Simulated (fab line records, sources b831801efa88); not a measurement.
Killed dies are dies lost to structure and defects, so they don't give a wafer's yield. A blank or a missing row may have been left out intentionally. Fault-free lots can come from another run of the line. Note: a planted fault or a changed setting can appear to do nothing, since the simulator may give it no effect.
Code-filled problem report in 8D (eight disciplines) form + flow gf180mcu + the parts of the form that need people (team, actions taken, sign-off) are left out

## 1. THE PROBLEM
Across 6 wafers from 2 lots, VT_IMPLANT_01_OVL at GF_VT_IMPLANT_OVL_MEAS_18 averages 302.9 nm, while fault-free wafers read -0.2 nm with a standard deviation of 1.4. So: +99 or more standard deviations from the usual mean.
First observed at day 10 10:25: wafer L237.1, on overlay-01. The record has a number at this step for 42 wafers belonging to 14 lots. The rule behind "out" and "out of limits": a value lying over 4 standard deviations away from the usual mean. All remaining wafers that have a number are taken as sound.

## 2. WHAT IT IS; WHAT IT IS NOT
| question                    | is                     | is not                                                                                 |
|-----------------------------|------------------------|----------------------------------------------------------------------------------------|
| which readings at this step | VT_IMPLANT_01_OVL      | -                                                                                      |
| which lots                  | L237, L238             | L221, L222, L224, L226, L227, L229, L233, L236, L239, L242, L243, L244                 |
| which wafers of those lots  | all that have a number | -                                                                                      |
| read on which gauges        | overlay-01             | overlay-02                                                                             |
| when                        | from day 10 10:25      | up to then (24 sound wafers); but 12 sound wafers of L239, L242, L243, L244 came after |

## 3. WHAT RULES OUT EACH SUSPECT
Counting: a tool at any process step up to the reading remains a suspect when it ran all the lots that are out and ran no sound lot after the first of those.
- the gauge at GF_VT_IMPLANT_OVL_MEAS_18: kept. All the wafers that are out were read on overlay-01, and no step on other tools shows them out.
- iline_stepper-02 at GF_VT_IMPLANT_EXPOSE_15 (exposes mask Nwell LV AREA, target cd 860 nm): kept. It ran every lot that is out, first L237 (day 10 01:26), and no sound lot after that; its last sound lot up to then is L233 (day 9 02:25).
Remaining after the count are iline_stepper-02 at GF_VT_IMPLANT_EXPOSE_15 and overlay-01 at GF_VT_IMPLANT_OVL_MEAS_18.

## 4. THE CAUSE (what the simulator had put in)
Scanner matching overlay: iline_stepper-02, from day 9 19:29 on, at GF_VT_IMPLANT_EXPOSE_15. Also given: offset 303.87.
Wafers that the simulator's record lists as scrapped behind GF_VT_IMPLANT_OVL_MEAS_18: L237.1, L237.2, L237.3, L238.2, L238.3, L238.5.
2 suspects survive the count, and this tool is in that group.

## 5. SEQUENCE OF EFFECTS, ordered by route
Rows list readings where the struck wafers' mean (over those with a number) sits beyond 3 standard deviations from the usual. Readings are gone through only where the record gives a usual standard deviation; hours: the median, over the lots, of the time from a lot's start at the first step in this table giving one to that lot's start at this step; sigmas: the change measured in usual standard deviations.
| hours | step                      | reading           | usual   | on struck wafers | change | sigmas      |
|-------|---------------------------|-------------------|---------|------------------|--------|-------------|
| 0     | GF_VT_IMPLANT_OVL_MEAS_18 | VT_IMPLANT_01_OVL | -0.2 nm | 302.9            | +303.1 | +99 or more |

## 6. HOW IT WOULD HAVE BEEN CAUGHT EARLIER
15 hours passed between the start of the fault at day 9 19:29 and the first reading out of limits at a measuring or inspecting step in this record, taken at day 10 10:25.
Each of the lots that are out, 2 in all, had begun GF_VT_IMPLANT_EXPOSE_15 on iline_stepper-02 no later than day 10 10:25. A hold on the tool at that time would have spared none of them.
